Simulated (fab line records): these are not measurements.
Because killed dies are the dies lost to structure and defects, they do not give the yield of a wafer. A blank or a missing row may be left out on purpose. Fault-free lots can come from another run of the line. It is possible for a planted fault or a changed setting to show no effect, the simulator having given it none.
fab line records + flow sky130
[record]
- lots = 13
- wafers = 39
- last-day = 49
route steps=708 shown METAL2@486 METAL4@598 PASSIVATION@684 PAD_OPEN@708
lots untouched by any fault: they come from a run of this same line in which no faults occurred
start-h: hours from the record's opening day to when the first of the lot's shown wafers began + wait-h: how many hours have passed since the lot's step before this one + " identical to the entry in the row above + L1.1+2: one row covering several wafers at once + - no value, or no start given + * or withheld: withheld + < > ~ a bound
route shown NAME@n: NAME is a module with steps in the file, n the number in the route of the first one + usual: mean/standard deviation of fault-free wafers + same: alike in all rows + chamber/n: place in a boat + sites: per-site readings + _std_site: standard deviation of those values + _edge_site: outer sites' mean less inner sites' + radius-mm: how far each site lies from the wafer's centre + mask NAME#n: copy n + behind: the last tool/chamber to shape the wafer + hold: why the lot went on hold/how many hours it stayed there/how the hold came to an end + device: whichever transistor did not switch (one of n, p or np) + end of line: the same wafers' tests at the end of the route + a step without rows: its recipe alone + killed: count of dies lost to structure and defects at first sort (not the wafer's yield) + map: shows each die of a wafer: x if killed, . if not, _ if none is there
set.NAME: setting as actually run; set.NAME@STEP: the setting as run at that earlier step + model.NAME: the simulator's own value behind a step, which no gauge read
a sample of lots followed through the steps of the route, with each step as a table and each wafer as a row
services: a tool's chamber out of use, with start hour (start-h, from the record's first day; less than 0 if before it), hours out, and reason
[[steps]]
[step SKY_METAL2_SPUTTER_03]
[recipe]
- material = Ti
- target-thk-nm = 5
- power-w = 3000
- time-s = 3.3
- chamber-pressure-pa = 0.4
[usual]
- throttle-valve-pct = 30.5/0.6
| lot.wafer | tool           | chamber | start-h | wait-h | throttle-valve-pct |
|-----------|----------------|---------|---------|--------|--------------------|
| L852.1    | pvd-sputter-03 | -       | 794.81  | 0.0    | 30.5               |
| L852.3    | "              | -       | "       | "      | 30.7               |
| L852.4    | "              | -       | "       | "      | 31.7               |
| L853.1    | pvd-sputter-02 | -       | 796.24  | 0.0    | 30.0               |
| L853.2    | "              | -       | "       | "      | 29.3               |
| L853.5    | "              | -       | "       | "      | 30.3               |
| L854.1    | pvd-sputter-03 | -       | 812.06  | 0.0    | 30.8               |
| L854.4    | "              | -       | "       | "      | 30.9               |
| L854.5    | "              | -       | "       | "      | 31.2               |
| L856.2    | pvd-sputter-04 | -       | 820.02  | 0.0    | 30.3               |
| L856.4    | "              | -       | "       | "      | 29.6               |
| L856.5    | "              | -       | "       | "      | 29.8               |
| L858.3    | pvd-sputter-04 | -       | 838.85  | 0.0    | 29.8               |
| L858.4    | "              | -       | "       | "      | 30.4               |
| L858.6    | "              | -       | "       | "      | 29.9               |
| L857.2    | pvd-sputter-03 | -       | 842.55  | 0.0    | 31.4               |
| L857.4    | "              | -       | "       | "      | 31.5               |
| L857.6    | "              | -       | "       | "      | 30.7               |
| L859.3    | pvd-sputter-03 | -       | 864.98  | 0.0    | 30.6               |
| L859.4    | "              | -       | "       | "      | 30.4               |
| L859.5    | "              | -       | "       | "      | 30.9               |
| L861.1    | pvd-sputter-03 | -       | 866.66  | 0.0    | 31.5               |
| L861.4    | "              | -       | "       | "      | 31.0               |
| L861.5    | "              | -       | "       | "      | 31.6               |
| L863.1    | pvd-sputter-03 | -       | 885.99  | 0.0    | 31.5               |
| L863.2    | "              | -       | "       | "      | 30.6               |
| L863.6    | "              | -       | "       | "      | 30.9               |
| L866.2    | pvd-sputter-02 | -       | 900.46  | 0.0    | 29.5               |
| L866.3    | "              | -       | "       | "      | 30.0               |
| L866.6    | "              | -       | "       | "      | 29.8               |
| L868.1    | pvd-sputter-03 | -       | 914.82  | 0.0    | 30.8               |
| L868.2    | "              | -       | "       | "      | 31.2               |
| L868.6    | "              | -       | "       | "      | 31.1               |
| L869.1    | pvd-sputter-03 | -       | 922.06  | 0.0    | 30.7               |
| L869.2    | "              | -       | "       | "      | 30.9               |
| L869.5    | "              | -       | "       | "      | 30.6               |
| L873.4    | pvd-sputter-02 | -       | 944.34  | 0.0    | 29.7               |
| L873.5    | "              | -       | "       | "      | 30.7               |
| L873.6    | "              | -       | "       | "      | 30.1               |
[step SKY_METAL4_SPUTTER_00]
[recipe]
- material = Ti
- target-thk-nm = 15
- power-w = 3000
- time-s = 10
- chamber-pressure-pa = 0.4
[usual]
- throttle-valve-pct = 30.0/0.76
| lot.wafer | tool           | chamber | start-h | wait-h | throttle-valve-pct |
|-----------|----------------|---------|---------|--------|--------------------|
| L852.1    | pvd-sputter-01 | -       | 931.64  | 0.2    | 30.3               |
| L852.3    | "              | -       | "       | "      | 29.7               |
| L852.4    | "              | -       | "       | "      | 28.0               |
| L853.1    | pvd-sputter-01 | -       | 932.23  | 0.1    | 30.0               |
| L853.2    | "              | -       | "       | "      | 28.3               |
| L853.5    | "              | -       | "       | "      | 30.0               |
| L854.1    | pvd-sputter-01 | -       | 945.72  | 0.1    | 30.2               |
| L854.4    | "              | -       | "       | "      | 30.1               |
| L854.5    | "              | -       | "       | "      | 30.3               |
| L856.2    | pvd-sputter-01 | -       | 956.01  | 0.2    | 29.9               |
| L856.4    | "              | -       | "       | "      | 30.3               |
| L856.5    | "              | -       | "       | "      | 30.1               |
| L858.3    | pvd-sputter-03 | -       | 972.41  | 0.1    | 30.6               |
| L858.4    | "              | -       | "       | "      | 30.7               |
| L858.6    | "              | -       | "       | "      | 31.5               |
| L857.2    | pvd-sputter-03 | -       | 975.46  | 0.1    | 31.3               |
| L857.4    | "              | -       | "       | "      | 30.5               |
| L857.6    | "              | -       | "       | "      | 31.7               |
| L859.3    | pvd-sputter-03 | -       | 995.19  | 0.1    | 31.5               |
| L859.4    | "              | -       | "       | "      | 31.2               |
| L859.5    | "              | -       | "       | "      | 31.3               |
| L861.1    | pvd-sputter-04 | -       | 997.21  | 0.1    | 30.4               |
| L861.4    | "              | -       | "       | "      | 30.0               |
| L861.5    | "              | -       | "       | "      | 30.1               |
| L863.1    | pvd-sputter-04 | -       | 1014.72 | 0.1    | 29.9               |
| L863.2    | "              | -       | "       | "      | 29.7               |
| L863.6    | "              | -       | "       | "      | 30.4               |
| L866.2    | pvd-sputter-04 | -       | 1026.66 | 0.2    | 30.4               |
| L866.3    | "              | -       | "       | "      | 29.7               |
| L866.6    | "              | -       | "       | "      | 29.8               |
| L868.1    | pvd-sputter-03 | -       | 1041.48 | 0.2    | 30.4               |
| L868.2    | "              | -       | "       | "      | 30.9               |
| L868.6    | "              | -       | "       | "      | 30.7               |
| L869.1    | pvd-sputter-03 | -       | 1047.27 | 0.2    | 30.8               |
| L869.2    | "              | -       | "       | "      | 30.4               |
| L869.5    | "              | -       | "       | "      | 30.7               |
| L873.4    | pvd-sputter-03 | -       | 1066.49 | 0.2    | 30.5               |
| L873.5    | "              | -       | "       | "      | 31.0               |
| L873.6    | "              | -       | "       | "      | 31.3               |
[step SKY_METAL4_SPUTTER_03]
[recipe]
- material = Ti
- target-thk-nm = 5
- power-w = 3000
- time-s = 3.3
- chamber-pressure-pa = 0.4
[usual]
- throttle-valve-pct = 30.0/0.79
| lot.wafer | tool           | chamber | start-h | wait-h | throttle-valve-pct |
|-----------|----------------|---------|---------|--------|--------------------|
| L852.1    | pvd-sputter-01 | -       | 931.72  | 0.0    | 29.8               |
| L852.3    | "              | -       | "       | "      | 30.0               |
| L852.4    | "              | -       | "       | "      | 28.2               |
| L853.1    | pvd-sputter-01 | -       | 932.32  | 0.0    | 30.0               |
| L853.2    | "              | -       | "       | "      | 28.4               |
| L853.5    | "              | -       | "       | "      | 29.6               |
| L854.1    | pvd-sputter-01 | -       | 945.81  | 0.0    | 30.3               |
| L854.4    | "              | -       | "       | "      | 29.8               |
| L854.5    | "              | -       | "       | "      | 30.4               |
| L856.2    | pvd-sputter-01 | -       | 956.10  | 0.0    | 30.3               |
| L856.4    | "              | -       | "       | "      | 30.1               |
| L856.5    | "              | -       | "       | "      | 30.0               |
| L858.3    | pvd-sputter-03 | -       | 972.49  | 0.0    | 30.3               |
| L858.4    | "              | -       | "       | "      | 31.2               |
| L858.6    | "              | -       | "       | "      | 31.5               |
| L857.2    | pvd-sputter-03 | -       | 975.54  | 0.0    | 31.6               |
| L857.4    | "              | -       | "       | "      | 31.1               |
| L857.6    | "              | -       | "       | "      | 31.7               |
| L859.3    | pvd-sputter-03 | -       | 995.27  | 0.0    | 31.5               |
| L859.4    | "              | -       | "       | "      | 30.9               |
| L859.5    | "              | -       | "       | "      | 31.2               |
| L861.1    | pvd-sputter-04 | -       | 997.29  | 0.0    | 30.1               |
| L861.4    | "              | -       | "       | "      | 30.0               |
| L861.5    | "              | -       | "       | "      | 30.0               |
| L863.1    | pvd-sputter-04 | -       | 1014.80 | 0.0    | 29.6               |
| L863.2    | "              | -       | "       | "      | 29.6               |
| L863.6    | "              | -       | "       | "      | 30.2               |
| L866.2    | pvd-sputter-04 | -       | 1026.74 | 0.0    | 30.3               |
| L866.3    | "              | -       | "       | "      | 29.7               |
| L866.6    | "              | -       | "       | "      | 29.8               |
| L868.1    | pvd-sputter-03 | -       | 1041.57 | 0.0    | 30.7               |
| L868.2    | "              | -       | "       | "      | 30.9               |
| L868.6    | "              | -       | "       | "      | 30.7               |
| L869.1    | pvd-sputter-03 | -       | 1047.36 | 0.0    | 31.1               |
| L869.2    | "              | -       | "       | "      | 30.7               |
| L869.5    | "              | -       | "       | "      | 30.8               |
| L873.4    | pvd-sputter-03 | -       | 1066.58 | 0.0    | 30.7               |
| L873.5    | "              | -       | "       | "      | 31.0               |
| L873.6    | "              | -       | "       | "      | 31.3               |
[step SKY_PASSIVATION_THK_MEAS_03]
[recipe]
- reads = Si3N4_of_PASSIVATION_CVD_02
[usual]
- PASSIVATION_CVD_02_THK = 537/6.7
| lot.wafer | tool          | chamber | start-h | wait-h | PASSIVATION_CVD_02_THK[nm] |
|-----------|---------------|---------|---------|--------|----------------------------|
| L852.1    | film-metro-01 | -       | 1030.42 | -      | 546                        |
| L852.3    | "             | -       | "       | "      | 523                        |
| L852.4    | "             | -       | "       | "      | 539                        |
| L853.1    | film-metro-04 | -       | 1030.66 | -      | 534                        |
| L853.2    | "             | -       | "       | "      | 530                        |
| L853.5    | "             | -       | "       | "      | 543                        |
| L854.1    | film-metro-02 | -       | 1043.52 | -      | 532                        |
| L854.4    | "             | -       | "       | "      | 543                        |
| L854.5    | "             | -       | "       | "      | 536                        |
| L856.2    | film-metro-04 | -       | 1052.15 | -      | 529                        |
| L856.4    | "             | -       | "       | "      | 536                        |
| L856.5    | "             | -       | "       | "      | 536                        |
| L858.3    | film-metro-04 | -       | 1068.37 | -      | 533                        |
| L858.4    | "             | -       | "       | "      | 546                        |
| L858.6    | "             | -       | "       | "      | 546                        |
| L857.2    | film-metro-01 | -       | 1071.35 | -      | 539                        |
| L857.4    | "             | -       | "       | "      | 546                        |
| L857.6    | "             | -       | "       | "      | 545                        |
| L859.3    | film-metro-02 | -       | 1087.75 | -      | 529                        |
| L859.4    | "             | -       | "       | "      | 550                        |
| L859.5    | "             | -       | "       | "      | 535                        |
| L861.1    | film-metro-02 | -       | 1090.34 | -      | 520                        |
| L861.4    | "             | -       | "       | "      | 534                        |
| L861.5    | "             | -       | "       | "      | 534                        |
| L863.1    | film-metro-02 | -       | 1104.83 | -      | 529                        |
| L863.2    | "             | -       | "       | "      | 533                        |
| L863.6    | "             | -       | "       | "      | 541                        |
| L866.2    | film-metro-02 | -       | 1117.14 | -      | 545                        |
| L866.3    | "             | -       | "       | "      | 533                        |
| L866.6    | "             | -       | "       | "      | 549                        |
| L868.1    | film-metro-04 | -       | 1128.34 | -      | 539                        |
| L868.2    | "             | -       | "       | "      | 534                        |
| L868.6    | "             | -       | "       | "      | 541                        |
| L869.1    | film-metro-04 | -       | 1134.06 | -      | 530                        |
| L869.2    | "             | -       | "       | "      | 533                        |
| L869.5    | "             | -       | "       | "      | 544                        |
| L873.4    | film-metro-04 | -       | 1150.49 | -      | 542                        |
| L873.5    | "             | -       | "       | "      | 546                        |
| L873.6    | "             | -       | "       | "      | 540                        |
[step SKY_PAD_OPEN_PROBE_99]
[usual]
- defect-limited-yield = 82.4/2
- killed_at_M0_to_M3 = 43/6.6
- killed_at_M4_up = 3.0/1.7
- killed-at-contacts = 24/5.4
- killed-at-front-end = 16/4.6
- killed-at-other = 0.3/0.53
- killed-dies = 87/9.7
- killed-open = 47/7.3
- killed-short = 39/6.5
- sort_bin_3_pad_short = 0.9/0.41
- sort_bin_5_function = 10.4/1.4
- sort_bin_6_memory = 6.3/1.2
- sort-n-pass = 405/9.7
- sort-yield-pct = 82.4/2
[same]
- gross-dies = 492
- killed-at-back-side = 0
- sort_bin_4_leakage[%] = 0
- sort_bin_8_speed[%] = 0
| lot.wafer | tool      | chamber | start-h | wait-h | defect-limited-yield[%] | killed_at_M0_to_M3 | killed_at_M4_up | killed-at-contacts | killed-at-front-end | killed-at-other | killed-dies | killed-open | killed-short | sort_bin_3_pad_short[%] | sort_bin_5_function[%] | sort_bin_6_memory[%] | sort-n-pass | sort-yield-pct[%] |
|-----------|-----------|---------|---------|--------|-------------------------|--------------------|-----------------|--------------------|---------------------|-----------------|-------------|-------------|--------------|-------------------------|------------------------|----------------------|-------------|-------------------|
| L853.1    | prober-02 | -       | 1077.71 | 0.1    | 83.5                    | 37                 | 1               | 28                 | 14                  | 1               | 81          | 45          | 36           | 1.0                     | 8.7                    | 6.7                  | 411         | 83.5              |
| L853.2    | prober-02 | -       | 1077.76 | 0.1    | 82.7                    | 47                 | 2               | 26                 | 10                  | 0               | 85          | 42          | 43           | 1.8                     | 7.9                    | 7.5                  | 407         | 82.7              |
| L853.5    | prober-02 | -       | 1077.91 | 0.2    | 83.9                    | 35                 | 1               | 33                 | 10                  | 0               | 79          | 41          | 38           | 0.6                     | 9.3                    | 6.1                  | 413         | 83.9              |
| L856.2    | prober-01 | -       | 1097.03 | 0.1    | 81.3                    | 46                 | 3               | 27                 | 16                  | 0               | 92          | 54          | 35           | 0.6                     | 11.6                   | 6.5                  | 400         | 81.3              |
| L856.4    | prober-01 | -       | 1097.13 | 0.2    | 81.5                    | 45                 | 6               | 23                 | 16                  | 1               | 91          | 53          | 35           | 0.6                     | 10.4                   | 7.5                  | 401         | 81.5              |
| L856.5    | prober-01 | -       | 1097.18 | 0.2    | 83.9                    | 34                 | 3               | 23                 | 19                  | 0               | 79          | 44          | 33           | 0.4                     | 11.8                   | 3.9                  | 413         | 83.9              |
| L861.1    | prober-01 | -       | 1132.68 | 0.1    | 82.5                    | 35                 | 4               | 27                 | 20                  | 0               | 86          | 41          | 45           | 0.6                     | 11.8                   | 5.1                  | 406         | 82.5              |
| L861.4    | prober-01 | -       | 1132.83 | 0.2    | 83.7                    | 43                 | 0               | 25                 | 12                  | 0               | 80          | 41          | 39           | 0.4                     | 11.2                   | 4.7                  | 412         | 83.7              |
| L861.5    | prober-01 | -       | 1132.88 | 0.2    | 80.1                    | 52                 | 3               | 29                 | 14                  | 0               | 98          | 45          | 53           | 1.8                     | 12.6                   | 5.5                  | 394         | 80.1              |
| L863.1    | prober-01 | -       | 1145.61 | 0.1    | 80.5                    | 38                 | 3               | 28                 | 27                  | 0               | 96          | 49          | 47           | 1.2                     | 11.0                   | 7.3                  | 396         | 80.5              |
| L863.2    | prober-01 | -       | 1145.66 | 0.1    | 81.9                    | 49                 | 3               | 24                 | 13                  | 0               | 89          | 45          | 44           | 1.2                     | 11.4                   | 5.5                  | 403         | 81.9              |
| L863.6    | prober-01 | -       | 1145.86 | 0.2    | 83.9                    | 40                 | 2               | 26                 | 11                  | 0               | 79          | 42          | 37           | 0.4                     | 9.6                    | 6.1                  | 413         | 83.9              |
| L866.2    | prober-02 | -       | 1157.85 | 0.1    | 81.5                    | 49                 | 3               | 20                 | 19                  | 0               | 91          | 59          | 32           | 0.6                     | 10.8                   | 7.1                  | 401         | 81.5              |
| L866.3    | prober-02 | -       | 1157.90 | 0.2    | 80.9                    | 51                 | 2               | 28                 | 11                  | 2               | 94          | 48          | 46           | 1.2                     | 10.4                   | 7.5                  | 398         | 80.9              |
| L866.6    | prober-02 | -       | 1158.05 | 0.2    | 84.1                    | 46                 | 2               | 16                 | 14                  | 0               | 78          | 36          | 42           | 0.8                     | 8.5                    | 6.5                  | 414         | 84.1              |
| L868.1    | prober-02 | -       | 1166.65 | 0.1    | 69.5                    | 111                | 1               | 23                 | 15                  | 0               | 150         | 47          | 38           | 5.1                     | 17.5                   | 7.9                  | 342         | 69.5              |
| L868.2    | prober-02 | -       | 1166.70 | 0.1    | 71.7                    | 100                | 2               | 27                 | 10                  | 0               | 139         | 46          | 24           | 5.9                     | 17.1                   | 5.3                  | 353         | 71.7              |
| L868.6    | prober-02 | -       | 1166.90 | 0.2    | 72.8                    | 101                | 3               | 20                 | 10                  | 0               | 134         | 41          | 33           | 5.5                     | 15.9                   | 5.9                  | 358         | 72.8              |
| L869.1    | prober-01 | -       | 1171.40 | 0.1    | 77.6                    | 73                 | 1               | 22                 | 14                  | 0               | 110         | 38          | 34           | 3.7                     | 12.6                   | 6.1                  | 382         | 77.6              |
| L869.2    | prober-01 | -       | 1171.45 | 0.1    | 73.8                    | 103                | 3               | 13                 | 10                  | 0               | 129         | 27          | 31           | 5.5                     | 15.9                   | 4.9                  | 363         | 73.8              |
| L869.5    | prober-01 | -       | 1171.60 | 0.2    | 68.9                    | 116                | 0               | 22                 | 14                  | 1               | 153         | 43          | 35           | 5.9                     | 18.5                   | 6.7                  | 339         | 68.9              |
| L873.4    | prober-01 | -       | 1186.46 | 0.2    | 85.2                    | 44                 | 3               | 16                 | 10                  | 0               | 73          | 39          | 34           | 0.4                     | 8.7                    | 5.7                  | 419         | 85.2              |
| L873.5    | prober-01 | -       | 1186.51 | 0.2    | 83.5                    | 43                 | 5               | 18                 | 15                  | 0               | 81          | 46          | 35           | 0.4                     | 11.0                   | 5.1                  | 411         | 83.5              |
| L873.6    | prober-01 | -       | 1186.56 | 0.2    | 85.0                    | 35                 | 6               | 22                 | 11                  | 0               | 74          | 34          | 39           | 1.4                     | 9.3                    | 4.3                  | 418         | 85.0              |
// killed by level:class
L853.1 VIA1:geometric-particle:open=12 CONTACT:geometric-particle:open=7 LOCAL_INTERCONNECT:geometric-particle:short=7 LI_CONTACT:geometric-particle:open=6 CONTACT:geometric-particle:short=5 METAL1:geometric-particle:short=5 VIA3:geometric-particle:open=5 FIELD_ISO:geometric-particle:open=4
L853.2 VIA1:geometric-particle:open=10 CONTACT:geometric-particle:open=9 VIA1:geometric-particle:short=8 METAL1:geometric-particle:short=7 LI_CONTACT:geometric-particle:open=6 VIA3:geometric-particle:open=6 VIA2:geometric-particle:open=5 POLY_GATE:geometric-particle:short=4
L853.5 CONTACT:geometric-particle:open=15 CONTACT:geometric-particle:short=8 VIA1:geometric-particle:open=7 VIA1:geometric-particle:short=6 FIELD_ISO:geometric-particle:open=5 METAL2:geometric-particle:short=4 LI_CONTACT:geometric-particle:open=4 METAL1:geometric-particle:short=4
L856.2 CONTACT:geometric-particle:open=10 VIA2:geometric-particle:open=10 LI_CONTACT:geometric-particle:open=7 CONTACT:geometric-particle:short=7 VIA1:geometric-particle:open=7 VIA3:geometric-particle:open=6 METAL2:geometric-particle:short=5 FIELD_ISO:geometric-particle:open=4
L856.4 CONTACT:geometric-particle:open=11 VIA2:geometric-particle:open=10 VIA1:geometric-particle:open=10 LOCAL_INTERCONNECT:geometric-particle:short=6 METAL1:geometric-particle:short=6 FIELD_ISO:geometric-particle:short=5 LI_CONTACT:geometric-particle:open=5 VIA3:geometric-particle:open=5
L856.5 VIA1:geometric-particle:open=8 CONTACT:geometric-particle:open=8 VIA2:geometric-particle:open=7 FIELD_ISO:geometric-particle:short=5 POLY_GATE:geometric-particle:open=4 LI_CONTACT:geometric-particle:open=4 CONTACT:geometric-particle:short=4 FIELD_ISO:geometric-particle:open=3
L861.1 CONTACT:geometric-particle:open=13 FIELD_ISO:geometric-particle:short=7 FIELD_ISO:geometric-particle:open=7 METAL3:geometric-particle:short=7 CONTACT:geometric-particle:short=6 VIA3:geometric-particle:open=5 VIA1:geometric-particle:short=5 LI_CONTACT:geometric-particle:open=4
L861.4 CONTACT:geometric-particle:open=10 VIA1:geometric-particle:open=9 LOCAL_INTERCONNECT:geometric-particle:short=8 VIA1:geometric-particle:short=6 METAL2:geometric-particle:short=6 FIELD_ISO:geometric-particle:open=5 VIA3:geometric-particle:open=5 METAL2:geometric-particle:open=4
L861.5 CONTACT:geometric-particle:open=10 METAL1:geometric-particle:short=9 VIA2:geometric-particle:open=8 LI_CONTACT:geometric-particle:open=7 VIA3:geometric-particle:open=6 VIA3:geometric-particle:short=6 METAL2:geometric-particle:short=6 CONTACT:geometric-particle:short=5
L863.1 CONTACT:geometric-particle:open=9 FIELD_ISO:geometric-particle:open=8 LI_CONTACT:geometric-particle:open=8 FIELD_ISO:geometric-particle:short=7 VIA3:geometric-particle:open=6 METAL1:geometric-particle:short=6 POLY_GATE:geometric-particle:short=5 CONTACT:geometric-particle:short=5
L863.2 VIA1:geometric-particle:open=15 CONTACT:geometric-particle:short=6 CONTACT:geometric-particle:open=6 LI_CONTACT:geometric-particle:open=5 LOCAL_INTERCONNECT:geometric-particle:short=5 METAL2:geometric-particle:short=5 METAL3:geometric-particle:short=5 VIA3:geometric-particle:open=5
L863.6 VIA2:geometric-particle:open=10 LOCAL_INTERCONNECT:geometric-particle:short=9 VIA1:geometric-particle:open=8 CONTACT:geometric-particle:short=6 VIA1:geometric-particle:short=6 CONTACT:geometric-particle:open=5 POLY_GATE:geometric-particle:open=4 LI_CONTACT:geometric-particle:open=4
L866.2 VIA1:geometric-particle:open=13 CONTACT:geometric-particle:open=11 VIA2:geometric-particle:open=10 VIA3:geometric-particle:open=8 METAL2:geometric-particle:short=6 POLY_GATE:geometric-particle:open=5 VIA3:geometric-particle:short=4 FIELD_ISO:geometric-particle:open=3
L866.3 CONTACT:geometric-particle:open=11 VIA1:geometric-particle:open=9 VIA2:geometric-particle:open=8 METAL1:geometric-particle:short=7 LI_CONTACT:geometric-particle:open=6 VIA1:geometric-particle:short=6 VIA2:geometric-particle:short=6 VIA3:geometric-particle:open=5
L866.6 VIA1:geometric-particle:open=12 METAL1:geometric-particle:short=8 VIA1:geometric-particle:short=7 FIELD_ISO:geometric-particle:short=6 CONTACT:geometric-particle:short=5 METAL2:geometric-particle:short=4 VIA3:geometric-particle:open=4 POLY_GATE:geometric-particle:open=3
L868.1 METAL2:unspecified=65 VIA1:geometric-particle:open=14 CONTACT:geometric-particle:open=8 LOCAL_INTERCONNECT:geometric-particle:short=6 CONTACT:geometric-particle:short=6 VIA1:geometric-particle:short=6 POLY_GATE:geometric-particle:open=5 METAL1:geometric-particle:short=5
L868.2 METAL2:unspecified=69 VIA1:geometric-particle:open=9 CONTACT:geometric-particle:open=8 VIA2:geometric-particle:open=8 LI_CONTACT:geometric-particle:open=7 FIELD_ISO:geometric-particle:open=7 CONTACT:geometric-particle:short=7 VIA3:geometric-particle:open=5
L868.6 METAL2:unspecified=60 VIA1:geometric-particle:open=13 VIA2:geometric-particle:open=6 CONTACT:geometric-particle:open=5 LI_CONTACT:geometric-particle:short=5 VIA1:geometric-particle:short=5 LI_CONTACT:geometric-particle:open=4 CONTACT:geometric-particle:short=4
L869.1 METAL2:unspecified=38 CONTACT:geometric-particle:open=11 VIA3:geometric-particle:open=7 VIA1:geometric-particle:open=6 METAL2:geometric-particle:short=5 METAL1:geometric-particle:short=4 VIA1:geometric-particle:short=4 POLY_GATE:geometric-particle:short=3
L869.2 METAL2:unspecified=71 VIA1:geometric-particle:open=9 METAL1:geometric-particle:short=7 VIA3:geometric-particle:open=5 LOCAL_INTERCONNECT:geometric-particle:short=5 CONTACT:geometric-particle:open=5 VIA3:geometric-particle:short=4 FIELD_ISO:geometric-particle:short=3
L869.5 METAL2:unspecified=74 CONTACT:geometric-particle:open=10 LI_CONTACT:geometric-particle:open=6 METAL1:geometric-particle:short=6 VIA1:geometric-particle:open=6 FIELD_ISO:geometric-particle:open=5 METAL2:geometric-particle:short=5 VIA3:geometric-particle:short=5
L873.4 VIA1:geometric-particle:open=12 METAL2:geometric-particle:short=6 VIA2:geometric-particle:open=5 VIA3:geometric-particle:short=5 POLY_GATE:geometric-particle:short=4 LI_CONTACT:geometric-particle:open=4 CONTACT:geometric-particle:open=4 VIA1:geometric-particle:short=4
L873.5 VIA1:geometric-particle:open=13 METAL2:geometric-particle:short=8 LI_CONTACT:geometric-particle:open=7 VIA3:geometric-particle:open=7 CONTACT:geometric-particle:open=6 LI_CONTACT:geometric-particle:short=4 METAL4:geometric-particle:short=4 VIA2:geometric-particle:open=4
L873.6 METAL2:geometric-particle:short=7 METAL4:geometric-particle:short=6 VIA1:geometric-particle:short=5 POLY_GATE:geometric-particle:open=5 LI_CONTACT:geometric-particle:open=5 VIA2:geometric-particle:open=5 CONTACT:geometric-particle:open=5 METAL3:geometric-particle:short=5
[[services]]
| tool           | chamber | start-h | hours | kind                   |
|----------------|---------|---------|-------|------------------------|
| pvd-sputter-03 | 0       | 829.07  | -     | consumable-replace:kit |
| pvd-sputter-03 | 0       | 829.07  | 18.0  | scheduled-down         |
| pvd-sputter-03 | 0       | 829.07  | 18.0  | vent-cycle             |
| pvd-sputter-01 | 3       | 832.59  | -     | consumable-replace:kit |
| pvd-sputter-01 | 3       | 832.59  | 18.0  | scheduled-down         |
| pvd-sputter-01 | 3       | 832.59  | 18.0  | vent-cycle             |
| pvd-sputter-02 | -       | 840.85  | 7.5   | repair                 |
| pvd-sputter-01 | -       | 866.47  | 1.9   | repair                 |
| pvd-sputter-01 | -       | 870.52  | 12.4  | repair                 |
| pvd-sputter-02 | 0       | 917.88  | -     | consumable-replace:kit |
| pvd-sputter-02 | 0       | 917.88  | 18.0  | scheduled-down         |
| pvd-sputter-02 | -       | 928.40  | 1.7   | repair                 |
| pvd-sputter-04 | 0       | 958.13  | -     | consumable-replace:kit |
| pvd-sputter-04 | 0       | 958.13  | 18.0  | scheduled-down         |
| pvd-sputter-04 | 0       | 958.13  | 18.0  | vent-cycle             |
| pvd-sputter-03 | -       | 985.08  | 0.5   | repair                 |
| pvd-sputter-03 | 3       | 1013.91 | -     | consumable-replace:kit |
| pvd-sputter-03 | 3       | 1013.91 | 18.0  | scheduled-down         |
| pvd-sputter-03 | 3       | 1013.91 | 18.0  | vent-cycle             |
| pvd-sputter-03 | -       | 1020.49 | 6.9   | repair                 |
| pvd-sputter-02 | -       | 1040.11 | 1.9   | repair                 |
| pvd-sputter-01 | 2       | 1045.61 | -     | consumable-replace:kit |
| pvd-sputter-01 | 2       | 1045.61 | 18.0  | scheduled-down         |
| pvd-sputter-01 | 2       | 1045.61 | 18.0  | vent-cycle             |
[[key]]
[first-sign]
- step = SKY_PAD_OPEN_PROBE_99
- reading = sort_bin_3_pad_short
- direction = up
- sigmas = 11
- usual = 0.9
- struck = 5.3
[effect]
- step = SKY_PAD_OPEN_PROBE_99
- reading = killed_at_M0_to_M3
- direction = up
- sigmas = 8.8
- usual = 43
- struck = 101
met-at SKY_METAL2_SPUTTER_03
struck-lots L868,L869
not-acting-at SKY_METAL4_SPUTTER_00,SKY_METAL4_SPUTTER_03,SKY_PASSIVATION_THK_MEAS_03
onset-between 885.99 914.82
[fault]
- kind = chamber-particle-source
- tool = pvd-sputter-03
- chamber = -
- onset-h = 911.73
- steps = SKY_METAL2_SPUTTER_03
- rate-per-visit-cm2 = 2.1098
- end-h = 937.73
